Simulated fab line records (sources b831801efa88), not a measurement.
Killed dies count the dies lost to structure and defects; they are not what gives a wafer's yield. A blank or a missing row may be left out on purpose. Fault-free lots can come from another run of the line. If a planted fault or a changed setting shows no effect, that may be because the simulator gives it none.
What tool caused it? || flow gf180mcu || Sampling: 12 lots, 36 wafers, 4 of 602 route steps

## WHAT THE GAUGES SHOWED, per wafer
GF_NWELL_OVL_MEAS_07.
{"lot": "L771", "measured": "day 3 20:26", "on": "overlay-01", "NWELL_OVL (nm)": "0.9 -1.6 -0.4"}
{"lot": "L773", "measured": "day 4 05:53", "on": "overlay-01", "NWELL_OVL (nm)": "-0.7 0.8 0.4"}
{"lot": "L774", "measured": "day 4 13:40", "on": "overlay-01", "NWELL_OVL (nm)": "-1.0 -0.4 -0.1"}
{"lot": "L777", "measured": "day 5 02:13", "on": "overlay-01", "NWELL_OVL (nm)": "-0.1 -1.2 1.2"}
{"lot": "L778", "measured": "day 5 10:05", "on": "overlay-01", "NWELL_OVL (nm)": "1.8 2.3 3.9"}
{"lot": "L779", "measured": "day 5 13:43", "on": "overlay-01", "NWELL_OVL (nm)": "1.6 2.6 1.3"}
{"lot": "L780", "measured": "day 5 17:31", "on": "overlay-01", "NWELL_OVL (nm)": "-3.2 -1.0 -1.8"}
{"lot": "L783", "measured": "day 6 11:43", "on": "overlay-01", "NWELL_OVL (nm)": "-1.0 0.8 -0.1"}
{"lot": "L789", "measured": "day 7 21:34", "on": "overlay-01", "NWELL_OVL (nm)": "0.2 1.6 1.6"}
{"lot": "L790", "measured": "day 8 02:05", "on": "overlay-01", "NWELL_OVL (nm)": "0.5 1.0 0.9"}
{"lot": "L791", "measured": "day 8 07:46", "on": "overlay-01", "NWELL_OVL (nm)": "0.6 2.5 -0.3"}
{"lot": "L792", "measured": "day 8 13:36", "on": "overlay-01", "NWELL_OVL (nm)": "1.5 1.4 0.4"}

GF_VT_IMPLANT_TW_MEAS_10.
{"lot": "L771", "measured": "day 6 06:38", "on": "film_metro-02", "VT_IMPLANT_TW": "558 562 559"}
{"lot": "L773", "measured": "day 6 17:22", "on": "film_metro-02", "VT_IMPLANT_TW": "557 555 559"}
{"lot": "L774", "measured": "day 7 03:00", "on": "film_metro-04", "VT_IMPLANT_TW": "556 557 556"}
{"lot": "L777", "measured": "day 7 16:39", "on": "film_metro-02", "VT_IMPLANT_TW": "561 562 561"}
{"lot": "L778", "measured": "day 8 01:07", "on": "film_metro-04", "VT_IMPLANT_TW": "559 557 561"}
{"lot": "L779", "measured": "day 8 05:13", "on": "film_metro-04", "VT_IMPLANT_TW": "592 592 592"}
{"lot": "L780", "measured": "day 8 09:42", "on": "film_metro-02", "VT_IMPLANT_TW": "563 560 565"}
{"lot": "L783", "measured": "day 9 06:49", "on": "film_metro-01", "VT_IMPLANT_TW": "601 601 601"}
{"lot": "L789", "measured": "day 10 19:40", "on": "film_metro-02", "VT_IMPLANT_TW": "559 557 557"}
{"lot": "L790", "measured": "day 11 00:14", "on": "film_metro-04", "VT_IMPLANT_TW": "558 559 560"}
{"lot": "L791", "measured": "day 11 07:34", "on": "film_metro-04", "VT_IMPLANT_TW": "562 561 559"}
{"lot": "L792", "measured": "day 11 15:10", "on": "film_metro-04", "VT_IMPLANT_TW": "559 563 560"}

## TOOL THAT RAN EACH LOT (tool first, then ch and the chambers of the sampled wafers, then the start)
{"lot": "L771", "GF_STI_ETCH_14": "rie_si-02 ch 0,3, day 2 12:55", "GF_VT_IMPLANT_IMPLANT_08": "implanter-01 ch 0, day 6 06:24"}
{"lot": "L773", "GF_STI_ETCH_14": "rie_si-02 ch 0,1,2, day 2 23:52", "GF_VT_IMPLANT_IMPLANT_08": "implanter-03 ch 0, day 6 17:08"}
{"lot": "L774", "GF_STI_ETCH_14": "rie_si-02 ch 0,1,2, day 3 06:02", "GF_VT_IMPLANT_IMPLANT_08": "implanter-01 ch 0, day 7 02:45"}
{"lot": "L777", "GF_STI_ETCH_14": "rie_si-01 ch 1,2, day 3 18:40", "GF_VT_IMPLANT_IMPLANT_08": "implanter-03 ch 0, day 7 16:24"}
{"lot": "L778", "GF_STI_ETCH_14": "rie_si-02 ch 1,2,3, day 4 00:32", "GF_VT_IMPLANT_IMPLANT_08": "implanter-01 ch 0, day 8 00:53"}
{"lot": "L779", "GF_STI_ETCH_14": "rie_si-02 ch 1,2, day 4 05:25", "GF_VT_IMPLANT_IMPLANT_08": "implanter-03 ch 0, day 8 04:58"}
{"lot": "L780", "GF_STI_ETCH_14": "rie_si-01 ch 2,3, day 4 10:01", "GF_VT_IMPLANT_IMPLANT_08": "implanter-02 ch 0, day 8 09:27"}
{"lot": "L783", "GF_STI_ETCH_14": "rie_si-01 ch 1,2,3, day 5 01:55", "GF_VT_IMPLANT_IMPLANT_08": "implanter-03 ch 0, day 9 06:34"}
{"lot": "L789", "GF_STI_ETCH_14": "rie_si-01 ch 0,2,3, day 6 09:37", "GF_VT_IMPLANT_IMPLANT_08": "implanter-02 ch 0, day 10 19:26"}
{"lot": "L790", "GF_STI_ETCH_14": "rie_si-01 ch 1,2, day 6 13:22", "GF_VT_IMPLANT_IMPLANT_08": "implanter-02 ch 0, day 11 00:01"}
{"lot": "L791", "GF_STI_ETCH_14": "rie_si-02 ch 0,1,3, day 6 18:47", "GF_VT_IMPLANT_IMPLANT_08": "implanter-01 ch 0, day 11 07:19"}
{"lot": "L792", "GF_STI_ETCH_14": "rie_si-02 ch 0,1,3, day 7 00:04", "GF_VT_IMPLANT_IMPLANT_08": "implanter-01 ch 0, day 11 14:57"}
- GF_STI_ETCH_14: etches Si in HBr/Cl2/O2, target depth 360 nm, time 102.9 s.
- GF_VT_IMPLANT_IMPLANT_08

## AS READ BY THE TOOLS THEMSELVES (means over the sampled wafers that have a number; for cases with no such wafer, the mark the record gives instead)
GF_STI_ETCH_14.
{"lot": "L771", "tool": "rie_si-02", "drypump_motor_current_A (A)": 5.3, "oes_product_au (a.u.)": 0.991, "throttle_valve_pct (%)": 25.664}
{"lot": "L773", "tool": "rie_si-02", "drypump_motor_current_A (A)": 5.8, "oes_product_au (a.u.)": 0.993, "throttle_valve_pct (%)": 25.660}
{"lot": "L774", "tool": "rie_si-02", "drypump_motor_current_A (A)": 5.8, "oes_product_au (a.u.)": 0.998, "throttle_valve_pct (%)": 25.662}
{"lot": "L777", "tool": "rie_si-01", "drypump_motor_current_A (A)": 5.7, "oes_product_au (a.u.)": 0.993, "throttle_valve_pct (%)": 25.659}
{"lot": "L778", "tool": "rie_si-02", "drypump_motor_current_A (A)": 6.0, "oes_product_au (a.u.)": 0.988, "throttle_valve_pct (%)": 25.668}
{"lot": "L779", "tool": "rie_si-02", "drypump_motor_current_A (A)": 5.9, "oes_product_au (a.u.)": 0.993, "throttle_valve_pct (%)": 25.665}
{"lot": "L780", "tool": "rie_si-01", "drypump_motor_current_A (A)": 5.6, "oes_product_au (a.u.)": 0.995, "throttle_valve_pct (%)": 25.659}
{"lot": "L783", "tool": "rie_si-01", "drypump_motor_current_A (A)": 5.8, "oes_product_au (a.u.)": 0.996, "throttle_valve_pct (%)": 25.654}
{"lot": "L789", "tool": "rie_si-01", "drypump_motor_current_A (A)": 5.6, "oes_product_au (a.u.)": 0.994, "throttle_valve_pct (%)": 25.653}
{"lot": "L790", "tool": "rie_si-01", "drypump_motor_current_A (A)": 5.7, "oes_product_au (a.u.)": 1.000, "throttle_valve_pct (%)": 25.655}
{"lot": "L791", "tool": "rie_si-02", "drypump_motor_current_A (A)": 5.5, "oes_product_au (a.u.)": 0.998, "throttle_valve_pct (%)": 25.673}
{"lot": "L792", "tool": "rie_si-02", "drypump_motor_current_A (A)": 5.5, "oes_product_au (a.u.)": 0.996, "throttle_valve_pct (%)": 25.661}

GF_VT_IMPLANT_IMPLANT_08.
{"lot": "L771", "tool": "implanter-01", "dose_ions_cm2": 8.287e+12, "end_station_pressure_torr (Torr)": 5e-06, "faraday_current_uA": 46.7}
{"lot": "L773", "tool": "implanter-03", "dose_ions_cm2": 8.300e+12, "end_station_pressure_torr (Torr)": 5e-06, "faraday_current_uA": 46.2}
{"lot": "L774", "tool": "implanter-01", "dose_ions_cm2": 8.283e+12, "end_station_pressure_torr (Torr)": 5e-06, "faraday_current_uA": 47.3}
{"lot": "L777", "tool": "implanter-03", "dose_ions_cm2": 8.303e+12, "end_station_pressure_torr (Torr)": 5e-06, "faraday_current_uA": 46.4}
{"lot": "L778", "tool": "implanter-01", "dose_ions_cm2": 8.297e+12, "end_station_pressure_torr (Torr)": 5e-06, "faraday_current_uA": 47.0}
{"lot": "L779", "tool": "implanter-03", "dose_ions_cm2": 9.909e+12, "end_station_pressure_torr (Torr)": 5e-06, "faraday_current_uA": 55.6}
{"lot": "L780", "tool": "implanter-02", "dose_ions_cm2": 8.294e+12, "end_station_pressure_torr (Torr)": 5e-06, "faraday_current_uA": 46.9}
{"lot": "L783", "tool": "implanter-03", "dose_ions_cm2": 9.900e+12, "end_station_pressure_torr (Torr)": 5e-06, "faraday_current_uA": 56.1}
{"lot": "L789", "tool": "implanter-02", "dose_ions_cm2": 8.291e+12, "end_station_pressure_torr (Torr)": 5e-06, "faraday_current_uA": 46.8}
{"lot": "L790", "tool": "implanter-02", "dose_ions_cm2": 8.289e+12, "end_station_pressure_torr (Torr)": 5e-06, "faraday_current_uA": 47.7}
{"lot": "L791", "tool": "implanter-01", "dose_ions_cm2": 8.275e+12, "end_station_pressure_torr (Torr)": 5e-06, "faraday_current_uA": 47.3}
{"lot": "L792", "tool": "implanter-01", "dose_ions_cm2": 8.302e+12, "end_station_pressure_torr (Torr)": 5e-06, "faraday_current_uA": 47.3}

## THE ANSWER, worked out from the rows above alone
Rule: the usual values come from the lots themselves. Put in order of their means at a reading, lots are off if they are a third of the lots or fewer, leave a main group of 4 or more, and stand apart from it by a gap of 3 or more times the standard deviation of the main group's means; of several such gaps the widest counts. If all means in a main group match to the digits the tables above print for the reading, that group is not used. A lot without any number at a reading at which 4 lots or more have one is off too. The other lots that the step has rows for count as sound. Order of review: gauges by route order, followed by the tools' own readings, for which a lot's mean as printed above is used. At the first step where some lot is off, the reading lying furthest off is the one used; lots without a number count as furthest.
Off: L779, L783, seen at GF_VT_IMPLANT_TW_MEAS_10 (VT_IMPLANT_TW). The main group has a mean of 559 with a standard deviation of 1.9.
If a tool, at a process step before that reading, ran all the lots that are off and no sound lot after the first of them, it fits. Not tried: the gauges at GF_VT_IMPLANT_TW_MEAS_10; whatever is off there is also off at GF_VT_IMPLANT_IMPLANT_08, on other tools, and gauge error can't account for it. One candidate fits, namely implanter-03 at GF_VT_IMPLANT_IMPLANT_08. A fault onset in the window from L777 (day 7 16:24, its last sound lot) to L779 (day 8 04:58, its first lot off) fits.
The tool's own readings at GF_VT_IMPLANT_IMPLANT_08 bear it out: on the lots that are off they differ by more than 5 times the standard deviation of the sound lots' means. dose_ions_cm2 reads 9.904e+12 there against 8.292e+12 on the sound lots; faraday_current_uA reads 55.9 there against 47.0 on the sound lots.

## WHAT THE SIMULATOR PUT IN
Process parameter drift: implanter-03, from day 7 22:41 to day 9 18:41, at GF_VT_IMPLANT_IMPLANT_08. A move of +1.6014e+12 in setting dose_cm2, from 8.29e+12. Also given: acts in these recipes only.
Lots struck among those shown: L779, L783. The rule above reached the same finding.
